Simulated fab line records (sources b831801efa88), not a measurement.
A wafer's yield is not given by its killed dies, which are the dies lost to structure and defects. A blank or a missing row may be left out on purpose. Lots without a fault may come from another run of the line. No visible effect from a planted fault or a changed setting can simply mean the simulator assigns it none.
Code-filled problem report in 8D (eight disciplines) form || flow sky130 || the parts of the form that need people (team, actions taken, sign-off) are left out

## 1. WHAT IS WRONG
FIELD_ISO_CVD_24_THK at SKY_FIELD_ISO_THK_MEAS_25 reads a mean of 379 nm on 9 wafers of 3 lots; wafers without a fault read 597 nm with a standard deviation of 5.8. Relative to the usual mean, that is a shift of -38 standard deviations.
First observed at day 4 10:46: wafer L801.3, on film metro-01. At this step, 39 wafers from 13 lots have a number in the record. Rule for "out", or "out of limits": more than 4 standard deviations from the usual mean. The rest of the wafers with a number are treated as sound.

## 2. WHAT THIS IS AND IS NOT
{"question": "which readings at this step", "is": "FIELD_ISO_CVD_24_THK", "is not": "-"}
{"question": "which lots", "is": "L801, L802, L804", "is not": "L791, L792, L793, L795, L797, L798, L800, L803, L805, L813"}
{"question": "which wafers of those lots", "is": "all that have a number", "is not": "-"}
{"question": "read on which gauges", "is": "film metro-01, film metro-02", "is not": "film metro-04"}
{"question": "when", "is": "from day 4 10:46", "is not": "up to then (21 sound wafers); but 9 sound wafers of L803, L805, L813 came after"}

## 3. THE SUSPECTS, EACH WITH WHAT RULES IT OUT
Counting: a tool stays on the suspect list if, at a process step up to the reading, it processed all lots that are out and no sound lot following the first of them.
- the gauge at SKY_FIELD_ISO_THK_MEAS_25 is ruled out. 2 gauges (film metro-01, film metro-02) read the wafers that are out.
- hdpcvd-02 at SKY_FIELD_ISO_CVD_24 (deposits SiO2, target thk 595 nm, time 99.2 s): kept. It processed each lot that is out, first L801 at day 4 10:40, and no sound lot thereafter; up to then, the last sound lot it processed was L800 at day 4 07:36.
Remaining after the count: hdpcvd-02 at SKY_FIELD_ISO_CVD_24.

## 4. THE CAUSE (what the simulator had put in)
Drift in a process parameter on hdpcvd-02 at SKY_FIELD_ISO_CVD_24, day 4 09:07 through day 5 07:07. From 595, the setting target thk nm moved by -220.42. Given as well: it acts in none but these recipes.
This tool alone remained once counting was done.

## 5. THE CHAIN OF EFFECTS, in route order
One row per reading whose mean, taken over the struck wafers that have a number, lies over 3 standard deviations from the usual. Readings are gone through only where the record gives a usual standard deviation; hours: the median, over the lots, of the time from a lot's start at the first step in this table giving one to that lot's start at this step; sigmas: the change measured in usual standard deviations.
{"hours": 0, "step": "SKY_FIELD_ISO_THK_MEAS_25", "reading": "FIELD_ISO_CVD_24_THK", "usual": "597 nm", "on struck wafers": 379, "change": -218, "sigmas": -38}
{"hours": 2, "step": "SKY_FIELD_ISO_CMP_27", "reading": "time to endpoint s", "usual": "111 s", "on struck wafers": 71, "change": -40, "sigmas": -13}
{"hours": 1055, "step": "SKY_PAD_OPEN_PROBE_99", "reading": "killed at front end", "usual": 15, "on struck wafers": 420, "change": "+405", "sigmas": "+83"}
{"hours": 1055, "step": "SKY_PAD_OPEN_PROBE_99", "reading": "killed dies", "usual": 87, "on struck wafers": 492, "change": "+405", "sigmas": "+41"}
{"hours": 1055, "step": "SKY_PAD_OPEN_PROBE_99", "reading": "killed on rim", "usual": 17, "on struck wafers": 96, "change": "+79", "sigmas": "+20"}
Its process steps:
- SKY_FIELD_ISO_CMP_27: polishes, stops on Si3N4, t overpolish 16 s, target thk 457.8 nm.
- SKY_PAD_OPEN_PROBE_99

## 6. HOW IT WOULD HAVE BEEN CAUGHT EARLIER
In this record the first reading out of limits at a measuring or inspecting step was taken at day 4 10:46, 2 hours after the fault began at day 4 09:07.
Among the 3 lots that are out, L802, L804 began SKY_FIELD_ISO_CVD_24 on hdpcvd-02 after day 4 10:46. A hold on the tool at that time would have spared those 2.
